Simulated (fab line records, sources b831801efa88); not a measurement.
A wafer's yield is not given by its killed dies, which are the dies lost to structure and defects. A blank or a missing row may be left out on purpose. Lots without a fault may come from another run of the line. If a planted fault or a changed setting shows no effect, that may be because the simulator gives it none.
Problem report, 8D (eight disciplines) form, completed by code / flow gf180mcu / the parts of the form that need people (team, actions taken, sign-off) are left out

## 1. THE PROBLEM
Wafers free of any fault read 46.12 ohm/sq (standard deviation 0.083) for NSD_RS at GF_PSD_RS_MEAS_14, against a mean of 42.01 ohm/sq on 5 wafers of 2 lots. That puts it -50 standard deviations away from the usual mean.
The step: measures by four-point-probe.
Earliest sighting: wafer L850.3 on film_metro-03 at day 18 07:52. The record has a number at this step for 39 wafers belonging to 13 lots. By rule, "out" or "out of limits" means more than 4 standard deviations away from the usual mean. The other wafers with a number count as sound.

## 2. WHAT THIS IS AND IS NOT
question=which readings at this step | is=NSD_RS | is not=-
question=which lots | is=L850, L851 | is not=L839, L841, L842, L843, L844, L856, L857, L858, L859, L860, L861
question=which wafers of those lots | is=L850.3, L850.6, L851.3, L851.5, L851.6 | is not=L850.1
question=read on which gauges | is=film_metro-02, film_metro-03 | is not=film_metro-01
question=when | is=from day 18 07:52 | is not=up to then (16 sound wafers); but 18 sound wafers of L856, L857, L858, L859, L860, L861 came after

## 3. WHAT RULES OUT EACH SUSPECT
Counting: any tool at a process step up to the reading remains a suspect provided it ran every lot that is out. Sound lots after the first of them don't rule it out here, since some wafers of a struck lot are sound.
- the gauge at GF_PSD_RS_MEAS_14 has been ruled out. 2 gauges (film_metro-02, film_metro-03) read the wafers that are out.
- rtp_anneal-02 at GF_PSD_RTA_13 (time 20 s): kept. It processed each lot that is out (first: L850, day 18 07:47); up to then, its last sound lot is L844 (day 16 02:31). Its own run_length_s readings are out on those wafers.
Left after counting: rtp_anneal-02 at GF_PSD_RTA_13.

## 4. THE CAUSE (what the simulator had put in)
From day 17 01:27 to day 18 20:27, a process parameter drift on rtp_anneal-02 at GF_PSD_RTA_13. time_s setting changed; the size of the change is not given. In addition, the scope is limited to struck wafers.
This tool alone remained once counting was done.

## 5. THE EFFECT CHAIN, in route order
Each row: a reading where the mean over the struck wafers with a number is more than 3 standard deviations away from the usual. Only readings for which the record gives a usual standard deviation are gone through. hours: the time from each lot's start at the first step in this table that gives one to its start at this step, as a median over the lots. sigmas: the change in usual standard deviations.
hours=0; step=GF_PSD_RTA_13; reading=run_length_s; usual=49.3 s; on struck wafers=71.6; change=+22.3; sigmas=+46
hours=0; step=GF_PSD_RS_MEAS_14; reading=NSD_RS; usual=46.12 ohm/sq; on struck wafers=42.01; change=-4.11; sigmas=-50
hours=0; step=GF_PSD_RS_MEAS_15; reading=PSD_RS; usual=108.59 ohm/sq; on struck wafers=101.23; change=-7.36; sigmas=-25
The process steps in it:
- GF_PSD_RTA_13: time 20 s.

## 6. WHAT WOULD HAVE CAUGHT IT SOONER
30 hours passed between the start of the fault at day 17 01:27 and the first reading out of limits at a measuring or inspecting step in this record, taken at day 18 07:52.
Tool's own readings at GF_PSD_RTA_13, run_length_s: out on all struck wafers the step has rows for; an alarm limit on them would have tripped on the first.
Of the lots that are out (2), L851 began GF_PSD_RTA_13 on rtp_anneal-02 after day 18 07:52. It would have been spared by a hold on the tool at that moment.
